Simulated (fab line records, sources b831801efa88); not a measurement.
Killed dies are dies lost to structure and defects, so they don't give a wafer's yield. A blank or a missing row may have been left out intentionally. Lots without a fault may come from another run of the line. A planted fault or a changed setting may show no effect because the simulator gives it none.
Code-filled problem report in 8D (eight disciplines) form ; flow gf180mcu ; the parts of the form that need people (team, actions taken, sign-off) are left out

== 1. WHAT IS WRONG ==
MVPSD_RS at GF_VT_IMPLANT_RS_MEAS_49 reads a mean of 1218.8 ohm/sq on 6 wafers of 2 lots; wafers without a fault read 1179.1 ohm/sq with a standard deviation of 2.7. That is +15 standard deviations from the usual mean.
The step: measures by four-point-probe.
Earliest sighting: wafer L577.1 on film_metro-04 at day 13 18:40. The record has a number at this step for 42 wafers belonging to 14 lots. By rule, "out" or "out of limits" means more than 4 standard deviations away from the usual mean. All remaining wafers that have a number are taken as sound.

== 2. WHAT IT IS; WHAT IT IS NOT ==
question;is;is not
which readings at this step;MVPSD_RS;-
which lots;L577, L578;L555, L557, L558, L560, L561, L562, L563, L565, L566, L567, L568, L569
which wafers of those lots;all that have a number;-
read on which gauges;film_metro-02, film_metro-04;film_metro-01
when;from day 13 18:40;up to then (36 sound wafers)

== 3. SUSPECTS, AND WHAT RULES EACH OUT ==
Counting: a tool at any process step up to the reading remains a suspect when it ran all the lots that are out and ran no sound lot after the first of those.
- ruled out: the gauge at GF_VT_IMPLANT_RS_MEAS_49. 2 gauges (film_metro-02, film_metro-04) read the wafers that are out.
- implanter-01 at GF_MVPSD_IMPLANT_09: kept. It processed each lot that is out, first L577 at day 10 11:53, and no sound lot thereafter; up to then, the last sound lot it processed was L568 at day 8 09:26. Its own beam_on_s, faraday_current_uA readings are out on those wafers.
After counting, what remains is implanter-01 at GF_MVPSD_IMPLANT_09.

== 4. THE CAUSE (what the simulator had put in) ==
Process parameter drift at GF_MVPSD_IMPLANT_09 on implanter-01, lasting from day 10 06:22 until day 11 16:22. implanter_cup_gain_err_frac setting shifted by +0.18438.
The count eliminated every tool but this one.

== 5. SEQUENCE OF EFFECTS, ordered by route ==
Each row: a reading whose mean over the struck wafers that have a number lies more than 3 standard deviations from the usual. Only readings whose record carries a usual standard deviation are examined. hours: median over the lots of the time between each lot's start at the first step of this table that gives one and its start at this step. sigmas: the change, counted in usual standard deviations.
hours;step;reading;usual;on struck wafers;change;sigmas
0;GF_MVPSD_IMPLANT_09;beam_on_s;10.00 s;8.40;-1.60;-8.9
0;GF_MVPSD_IMPLANT_09;faraday_current_uA;28.2;33.6;+5.4;+11
79;GF_VT_IMPLANT_RS_MEAS_49;MVPSD_RS;1179.1 ohm/sq;1218.8;+39.7;+15
It contains these process steps:
- GF_MVPSD_IMPLANT_09

== 6. HOW IT WOULD HAVE BEEN CAUGHT EARLIER ==
Counted from the fault's start at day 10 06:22, it took 84 hours until the first out-of-limits reading at a measuring or inspecting step in this record, taken at day 13 18:40.
At GF_MVPSD_IMPLANT_09, the tool's own readings (beam_on_s, faraday_current_uA) were out on each struck wafer the step has a row for, so an alarm limit on them would have fired on the first such wafer.
By day 13 18:40, every lot that is out (2) had started GF_MVPSD_IMPLANT_09 on implanter-01. Tool hold at that time: it would have spared none of them.
